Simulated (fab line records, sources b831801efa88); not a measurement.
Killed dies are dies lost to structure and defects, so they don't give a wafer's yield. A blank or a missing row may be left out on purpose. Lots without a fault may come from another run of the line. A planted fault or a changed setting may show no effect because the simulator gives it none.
fab line records | flow sky130
record lots=12 wafers=36 last_day=49
route steps=708 shown METAL3@563 VIA3@576 METAL4@601 CAP2M@617 PAD_OPEN@708
lots that met no fault: from a run of the same line without faults
start_h: hours from the record's first day to the start of the lot's first wafer shown | wait_h: hours since the lot's step before | " the same as in the row above | L1.1+2: a row that stands for several wafers | - no value, or no start given | * or withheld: withheld | < > ~ a bound
route shown NAME@n: a module of which the file shows steps, and the number in the route of the first | usual: mean/standard deviation of fault-free wafers | same: alike in all rows | chamber/n: place in a boat | sites: the reading at each site | _std_site: their standard deviation | _edge_site: outer sites' mean less inner sites' | radius_mm: how far each site lies from the wafer's centre | mask NAME#n: copy n | behind: the tool/chamber that last shaped the wafer | hold: why the lot was held/for how many hours/how that ended | device: the transistor (n, p or np) that didn't switch | end of line: the same wafers' tests at the end of the route | a step without rows: its recipe alone | killed: dies lost to structure and defects at the first sort, not the wafer's yield | map: a wafer's dies, x killed, . not, _ none there
set.NAME: the setting as run; set.NAME@STEP: as run at that earlier step | model.NAME: the simulator's own value behind a step, which no gauge read
steps of the route over a sample of lots; a table a step, a row a wafer
services: from which hour (start_h, from the record's first day; less than 0 if before it) a tool's chamber was out of use, for how many hours, and why
## steps
# step SKY_METAL3_CD_MEAS_13
# recipe target_cd_nm=300
# usual cd_nm=299.7/1.7
# columns lot.wafer tool chamber start_h wait_h cd_nm
L843.1 cd_sem-02 - 906.08 - 301.4
L843.2 " - " " 300.9
L843.6 " - " " 302.5
L844.1 cd_sem-02 - 910.36 - 299.1
L844.3 " - " " 298.4
L844.5 " - " " 298.0
L846.1 cd_sem-01 - 912.39 - 297.1
L846.3 " - " " 298.2
L846.5 " - " " 297.1
L845.2 cd_sem-01 - 922.65 - 301.0
L845.4 " - " " 300.0
L845.5 " - " " 299.8
L849.2 cd_sem-01 - 954.28 - 298.8
L849.4 " - " " 298.7
L849.5 " - " " 299.2
L850.4 cd_sem-02 - 955.27 - 297.9
L850.5 " - " " 298.4
L850.6 " - " " 299.3
L851.2 cd_sem-02 - 956.50 - 300.3
L851.3 " - " " 300.7
L851.4 " - " " 299.2
L853.1 cd_sem-01 - 970.81 - 299.1
L853.3 " - " " 300.7
L853.6 " - " " 301.1
L859.2 cd_sem-01 - 1021.08 - 300.1
L859.3 " - " " 300.6
L859.6 " - " " 302.3
L861.1 cd_sem-01 - 1028.33 - 299.5
L861.4 " - " " 298.2
L861.5 " - " " 300.0
L862.1 cd_sem-02 - 1031.36 - 299.5
L862.3 " - " " 300.5
L862.6 " - " " 300.6
L863.1 cd_sem-02 - 1042.41 - 299.6
L863.5 " - " " 299.8
L863.6 " - " " 299.5
# step SKY_VIA3_BOW_MEAS_03
# recipe mode=bow
# usual VIA3_BOW=79/7.6
# columns lot.wafer tool chamber start_h wait_h VIA3_BOW[um]
L843.1 film_metro-03 - 907.69 0.2 76
L843.2 " - " " 85
L843.6 " - " " 90
L844.1 film_metro-02 - 912.04 0.2 76
L844.3 " - " " 76
L844.5 " - " " 76
L846.1 film_metro-02 - 914.01 0.2 63
L846.3 " - " " 75
L846.5 " - " " 75
L845.2 film_metro-01 - 924.26 0.3 85
L845.4 " - " " 76
L845.5 " - " " 81
L849.2 film_metro-02 - 955.93 0.1 79
L849.4 " - " " 98
L849.5 " - " " 70
L850.4 film_metro-02 - 956.87 0.2 83
L850.5 " - " " 87
L850.6 " - " " 81
L851.2 film_metro-02 - 958.10 0.1 75
L851.3 " - " " 77
L851.4 " - " " 85
L853.1 film_metro-01 - 972.42 0.1 79
L853.3 " - " " 91
L853.6 " - " " 82
L859.2 film_metro-03 - 1022.76 0.1 82
L859.3 " - " " 83
L859.6 " - " " 73
L861.1 film_metro-01 - 1029.93 0.1 67
L861.4 " - " " 89
L861.5 " - " " 80
L862.1 film_metro-03 - 1032.96 0.2 81
L862.3 " - " " 64
L862.6 " - " " 85
L863.1 film_metro-02 - 1044.01 0.1 73
L863.5 " - " " 80
L863.6 " - " " 81
# step SKY_METAL4_SPUTTER_03
# recipe material=Ti target_thk_nm=5 power_w=3000 time_s=3.3 chamber_pressure_pa=0.4
# usual throttle_valve_pct=30.4/1.2
# same time_s=3.3
# columns lot.wafer tool chamber start_h wait_h throttle_valve_pct
L843.1 pvd_sputter-03 - 933.06 0.0 29.5
L843.2 " - " " 31.3
L843.6 " - " " 31.7
L844.1 pvd_sputter-03 - 937.78 0.0 29.3
L844.3 " - " " 31.7
L844.5 " - " " 29.0
L846.1 pvd_sputter-03 - 939.83 0.0 30.8
L846.3 " - " " 29.4
L846.5 " - " " 31.8
L845.2 pvd_sputter-04 - 950.38 0.0 29.4
L845.4 " - " " 28.9
L845.5 " - " " 29.0
L849.2 pvd_sputter-03 - 982.17 0.0 29.4
L849.4 " - " " 28.8
L849.5 " - " " 31.7
L850.4 pvd_sputter-04 - 982.74 0.0 29.2
L850.5 " - " " 29.5
L850.6 " - " " 31.0
L851.2 pvd_sputter-04 - 983.90 0.0 30.7
L851.3 " - " " 29.2
L851.4 " - " " 30.9
L853.1 pvd_sputter-01 - 997.43 0.0 29.4
L853.3 " - " " 32.4
L853.6 " - " " 32.9
L859.2 pvd_sputter-01 - 1047.72 0.0 32.3
L859.3 " - " " 32.7
L859.6 " - " " 32.2
L861.1 pvd_sputter-01 - 1053.03 0.0 32.6
L861.4 " - " " 32.5
L861.5 " - " " 32.8
L862.1 pvd_sputter-03 - 1055.91 0.0 29.2
L862.3 " - " " 30.6
L862.6 " - " " 31.0
L863.1 pvd_sputter-04 - 1067.04 0.0 29.2
L863.5 " - " " 29.3
L863.6 " - " " 30.7
# step SKY_CAP2M_STRIP_14
# recipe chemistry=O2/N2 power_w=1400 pressure_mtorr=1500 platen_temp_c=withheld o2_flow_sccm=3000 n2_flow_sccm=300 overash_fraction=0.5
# usual chamber_pressure_mTorr=1500.0/1.3 drypump_motor_current_A=5.5/0.45 oes_product_au=0.710/0.0047 strip_time_to_endpoint_s=12.65/0.056
# columns lot.wafer tool chamber start_h wait_h chamber_pressure_mTorr drypump_motor_current_A oes_product_au rf_hours_counter_h strip_time_to_endpoint_s
L843.1 plasma_asher-03 1 957.59 0.1 1500.8 5.0 0.712 82 12.53
L843.2 " 0 " " 1499.6 4.8 0.705 82 12.57
L843.6 " 1 " " 1502.1 5.0 0.708 - 12.57
L844.1 plasma_asher-04 0 961.98 0.1 1499.8 5.6 0.701 23 12.71
L844.3 " 1 " " 1500.6 5.7 0.706 - 12.73
L844.5 " 0 " " 1500.9 5.7 0.708 - 12.64
L846.1 plasma_asher-01 0 964.38 0.1 1499.2 6.0 0.709 110 12.63
L846.3 " 0 " " 1498.5 6.0 0.709 - 12.69
L846.5 " 0 " " 1501.6 6.0 0.707 - 12.71
L845.2 plasma_asher-03 0 974.59 0.1 1499.6 4.8 0.728 84 12.60
L845.4 " 1 " " 1499.0 5.0 0.705 - 12.60
L845.5 " 1 " " 1499.3 5.0 0.711 - 12.62
L849.2 plasma_asher-01 0 1005.93 0.1 1499.1 6.0 0.715 114 12.55
L849.4 " 0 " " 1500.5 6.0 0.711 - 12.63
L849.5 " 1 " " 1500.6 5.7 0.705 - 12.63
L850.4 plasma_asher-03 0 1006.56 0.1 1501.8 4.8 0.706 - 12.70
L850.5 " 1 " " 1499.5 5.0 0.703 - 12.71
L850.6 " 0 " " 1503.0 4.8 0.708 - 12.61
L851.2 plasma_asher-04 0 1007.53 0.1 1498.3 5.6 0.716 28 12.66
L851.3 " 0 " " 1498.9 5.6 0.707 - 12.60
L851.4 " 1 " " 1499.3 5.7 0.699 - 12.58
L853.1 plasma_asher-01 0 1020.83 0.1 1498.7 6.0 0.713 116 12.60
L853.3 " 1 " " 1498.2 5.8 0.715 - 12.60
L853.6 " 1 " " 1497.4 5.7 0.709 - 12.68
L859.2 plasma_asher-01 1 1069.23 0.1 1500.8 5.8 0.720 0 12.65
L859.3 " 1 " " 1500.8 5.7 0.719 - 12.60
L859.6 " 0 " " 1499.2 6.0 0.708 - 12.65
L861.1 plasma_asher-01 1 1074.04 0.1 - - - - -
L861.4 " 0 " " - - - - -
L861.5 " 0 " " - - - - -
L862.1 plasma_asher-01 0 1077.33 0.1 - - - - -
L862.3 " 0 " " - - - - -
L862.6 " 1 " " - - - - -
L863.1 plasma_asher-04 1 1088.14 0.1 - - - - -
L863.5 " 1 " " - - - - -
L863.6 " 0 " " - - - - -
# step SKY_PAD_OPEN_PROBE_99
# usual defect_limited_yield=82.6/2 killed_at_M0_to_M3=43/7.1 killed_at_M4_up=3.0/1.9 killed_at_contacts=24/5 killed_at_front_end=15/4.3 killed_at_other=0.3/0.5 killed_dies=85/9.6 killed_on_rim=17/4.3 killed_open=46/7.1 killed_short=39/6.8 sort_bin_3_pad_short=0.9/0.42 sort_bin_5_function=10.2/1.4 sort_bin_6_memory=6.3/1.2 sort_n_pass=407/9.6 sort_yield_pct=82.6/2
# same gross_dies=492 killed_at_back_side=0 sort_bin_4_leakage[%]=0 sort_bin_8_speed[%]=0
# columns lot.wafer tool chamber start_h wait_h defect_limited_yield[%] killed_at_M0_to_M3 killed_at_M4_up killed_at_contacts killed_at_front_end killed_at_other killed_dies killed_on_rim killed_open killed_short sort_bin_3_pad_short[%] sort_bin_5_function[%] sort_bin_6_memory[%] sort_n_pass sort_yield_pct[%]
L861.1 prober-02 - 1173.85 0.1 0.2 5 0 7 2 477 491 96 7 7 21.3 76.0 2.4 1 0.2
L861.4 prober-02 - 1174.00 0.2 0.2 14 0 7 3 467 491 95 12 12 25.4 72.0 2.4 1 0.2
L861.5 prober-02 - 1174.05 0.2 0 9 1 0 3 479 492 96 6 7 23.8 73.4 2.8 0 0
L862.1 prober-01 - 1177.24 0.1 0.8 9 1 6 3 469 488 95 9 10 25.0 71.5 2.6 4 0.8
L862.3 prober-01 - 1177.34 0.2 0.4 14 0 3 5 468 490 95 10 12 26.4 70.9 2.2 2 0.4
L862.6 prober-01 - 1177.49 0.2 0.4 8 0 6 1 475 490 96 12 3 26.4 68.7 4.5 2 0.4
L863.1 prober-02 - 1185.48 0.1 0.4 5 3 3 7 472 490 96 10 9 24.2 71.7 3.7 2 0.4
L863.5 prober-02 - 1185.68 0.2 0 4 0 2 4 482 492 96 5 5 23.0 75.4 1.6 0 0
L863.6 prober-02 - 1185.73 0.2 0.4 5 0 4 2 479 490 94 7 4 23.6 73.8 2.2 2 0.4
# killed by level:class
L861.1 CAP2M:plasma_strip_residue=477 CONTACT:geometric_particle:open=3 LOCAL_INTERCONNECT:geometric_particle:short=2 METAL2:geometric_particle:short=2 POLY_GATE:geometric_particle:short=1 POLY_CUT:geometric_particle:open=1 LI_CONTACT:geometric_particle:open=1 CONTACT:geometric_particle:short=1
L861.4 CAP2M:plasma_strip_residue=467 VIA1:geometric_particle:open=4 FIELD_ISO:geometric_particle:short=2 LI_CONTACT:geometric_particle:open=2 VIA1:geometric_particle:short=2 LOCAL_INTERCONNECT:geometric_particle:short=2 CONTACT:geometric_particle:open=2 METAL1:geometric_particle:short=2
L861.5 CAP2M:plasma_strip_residue=479 METAL1:geometric_particle:short=3 VIA1:geometric_particle:open=2 POLY_GATE:geometric_particle:open=1 SPACER:geometric_particle:open=1 SPACER:geometric_particle:short=1 VIA1:geometric_particle:short=1 VIA2:geometric_particle:open=1
L862.1 CAP2M:plasma_strip_residue=469 CONTACT:geometric_particle:open=3 POLY_GATE:geometric_particle:short=2 LI_CONTACT:geometric_particle:open=2 VIA3:geometric_particle:short=2 FIELD_ISO:geometric_particle:open=1 LI_CONTACT:geometric_particle:short=1 METAL3:geometric_particle:short=1
L862.3 CAP2M:plasma_strip_residue=468 FIELD_ISO:geometric_particle:open=2 POLY_GATE:geometric_particle:short=2 CONTACT:geometric_particle:open=2 METAL1:geometric_particle:short=2 METAL2:geometric_particle:short=2 VIA2:geometric_particle:open=2 VIA2:geometric_particle:short=2
L862.6 CAP2M:plasma_strip_residue=475 VIA1:geometric_particle:open=4 LI_CONTACT:geometric_particle:open=3 LI_CONTACT:geometric_particle:short=2 VIA3:geometric_particle:open=2 POLY_GATE:geometric_particle:open=1 LOCAL_INTERCONNECT:geometric_particle:short=1 METAL2:geometric_particle:open=1
L863.1 CAP2M:plasma_strip_residue=471 FIELD_ISO:geometric_particle:short=2 FIELD_ISO:geometric_particle:open=2 VIA3:geometric_particle:short=2 METAL4:geometric_particle:short=2 POLY_GATE:geometric_particle:open=1 SPACER:geometric_particle:open=1 POLY_CUT:geometric_particle:open=1
L863.5 CAP2M:plasma_strip_residue=482 FIELD_ISO:geometric_particle:open=2 CONTACT:geometric_particle:short=2 FIELD_ISO:geometric_particle:short=1 POLY_GATE:geometric_particle:open=1 VIA1:geometric_particle:short=1 VIA1:geometric_particle:open=1 METAL3:geometric_particle:short=1
L863.6 CAP2M:plasma_strip_residue=479 CONTACT:geometric_particle:short=2 CONTACT:geometric_particle:open=2 METAL1:geometric_particle:short=2 FIELD_ISO:geometric_particle:open=1 VIA2:geometric_particle:open=1 POLY_GATE:geometric_particle:open=1 VIA1:geometric_particle:open=1
## services
# columns tool chamber start_h hours kind
pvd_sputter-01 - 918.32 6.4 repair
pvd_sputter-04 - 920.92 6.0 repair
pvd_sputter-03 1 952.77 - consumable_replace:kit
pvd_sputter-03 1 952.77 18.0 scheduled_down
pvd_sputter-03 1 952.77 18.0 vent_cycle
pvd_sputter-01 3 974.72 - consumable_replace:kit
pvd_sputter-01 3 974.72 18.0 scheduled_down
pvd_sputter-01 3 974.72 18.0 vent_cycle
pvd_sputter-01 - 1005.31 12.8 repair
plasma_asher-01 - 1055.25 9.0 pm
plasma_asher-01 0 1055.25 9.0 vent_cycle
plasma_asher-01 1 1055.25 9.0 vent_cycle
plasma_asher-01 0 1064.25 - clean
plasma_asher-01 1 1064.25 - clean
pvd_sputter-04 - 1083.81 2.2 repair
## key
first_sign step=SKY_CAP2M_STRIP_14 reading=tool_record direction=missing
effect step=SKY_PAD_OPEN_PROBE_99 reading=killed_at_other direction=up sigmas=99+ usual=0.3 struck=474.2
met_at SKY_CAP2M_STRIP_14
struck_lots L861,L862,L863
later_rows_left_out L861.1,L861.4,L861.5,L862.1,L862.3,L862.6,L863.1,L863.5,L863.6
not_acting_at SKY_METAL3_CD_MEAS_13,SKY_VIA3_BOW_MEAS_03,SKY_METAL4_SPUTTER_03
onset_between 1069.23 1074.04
fault kind=skipped_step_whole tool=plasma_asher-01,plasma_asher-04 chamber=- onset_h=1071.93 steps=SKY_CAP2M_STRIP_14 scope=struck_lots_only
# later_rows_left_out: the simulator's readings of these wafers behind a module that went badly wrong aren't trusted and aren't shown, but for the sort
